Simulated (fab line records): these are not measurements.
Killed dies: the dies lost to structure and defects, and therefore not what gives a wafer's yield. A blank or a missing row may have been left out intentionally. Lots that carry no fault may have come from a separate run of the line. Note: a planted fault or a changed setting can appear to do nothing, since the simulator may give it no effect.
A lot that was struck, set against a sound lot -- flow sky130 -- 15 out of 708 route steps
Sound: the wafers L260.4, L260.5, L260.6. Struck: wafer L270.3 (L270.2, L270.5, from the same lot, were not struck and are left out); the cause is given at the end.
At each step with rows: each side's tool, then ch and its chambers, then its first start. Under that, the readings that differ: sound wafers -- struck wafers -- difference of the means -- sigmas: that difference in standard deviations of wafers without a fault.
alike: words and numbers the same on both sides, and readings whose means are apart by under 2 such deviations; not compared: readings that were withheld, readings missing a value for some wafer, numbers with overlapping values and no deviation given by the record, and bounds like >300 which may hide the same value.
A row with sigmas, a row that says differs or no value, or rows on one side alone: a step with any of these is where the two part. Numbers that don't overlap but have no deviation are shown without sigmas and don't part them. Lack of a reading on every wafer of one side parts them only where that side has two or more wafers.

first, 8 steps without rows for these wafers: SKY_CONTACT_DEHYDRATE_06 (time 60 s); SKY_CONTACT_HMDS_07 (prime time 60 s); SKY_CONTACT_COAT_08 (resist thk 60 nm); SKY_CONTACT_COAT_09 (resist thk 450 nm); SKY_CONTACT_SOFTBAKE_10 (time 90 s); SKY_CONTACT_EXPOSE_11 (exposes mask CTM1, target cd 170 nm); SKY_CONTACT_PEB_12; SKY_CONTACT_DEVELOP_13 (develop time 60 s).
SKY_CONTACT_CD_MEAS_14 targets a cd of 170 nm.
  sound: cdSem-01 at day 35 12:17; struck: cdSem-02 at day 38 18:33
  alike: cdNm
SKY_CONTACT_OVL_MEAS_15:
  sound: overlay-02 at day 35 12:22; struck: overlay-01 at day 38 18:39
  alike: CONTACT_OVL
SKY_CONTACT_ETCH_16: etches BARC in N2/H2, stops on SiO2, time 45.9 s, target depth 60 nm.
  sound on rieDiel-04 ch 0,1,2, day 35 12:23; struck on rieDiel-03 ch 2, day 38 18:41
reading,sound,struck,difference,sigmas
biasW (W),100.1 100.0 99.7,100.8,+0.9,+3
drypumpMotorCurrentA (A),6.0 6.1 5.7,4.9,-1.0,-3
  alike: oesProductAu, throttleValvePct
  not compared: rfHoursCounterH
SKY_CONTACT_ETCH_17: etches SiO2 in C4F8/O2/Ar, stops on Si3N4, target depth 340 nm.
  sound on rieDiel-04 ch 0,1,2, day 35 12:25; struck on rieDiel-03 ch 2, day 38 18:43
  alike: biasW, oesProductAu
SKY_CONTACT_ETCH_18: etches Si3N4 in CHF3/O2, stops on TiN, time 39 s, target depth 75 nm.
  sound on rieDiel-04 ch 0,1,2, day 35 12:00; struck on rieDiel-03 ch 2, day 38 18:00
reading,sound,struck,difference,sigmas
biasW (W),200.5 200.3 200.6,160.8,-39.7,-64
drypumpMotorCurrentA (A),6.0 6.2 5.7,4.9,-1.1,-3
throttleValvePct (%),8.786 8.810 8.799,8.779,-0.019,-2
model.KrF-thick_of_CONTACT_COAT_09.thkNm (nm),242 240.4 241,248.4,+7.3,
  alike: oesProductAu
  not compared: rfHoursCounterH
SKY_CONTACT_STRIP_19: strips in O2/N2.
  sound on plasmaAsher-01 ch 0,1, day 35 12:33; struck on plasmaAsher-02 ch 0, day 38 18:49
reading,sound,struck,difference,sigmas
drypumpMotorCurrentA (A),5.0 5.9 5.0,6.1,+0.8,+2
stripTimeToEndpointS (s),3.600 3.577 3.603,3.674,+0.081,+3
  alike: oesProductAu
  not compared: rfHoursCounterH
SKY_PAD_OPEN_PROBE_99:
  rows exist in the record for the sound wafers here (prober-01, day 48 19:13), none for the struck ones

== WHERE THEY PART ==
First at SKY_CONTACT_ETCH_16; last, within this record, at SKY_PAD_OPEN_PROBE_99.

WHY: what the simulator had put in
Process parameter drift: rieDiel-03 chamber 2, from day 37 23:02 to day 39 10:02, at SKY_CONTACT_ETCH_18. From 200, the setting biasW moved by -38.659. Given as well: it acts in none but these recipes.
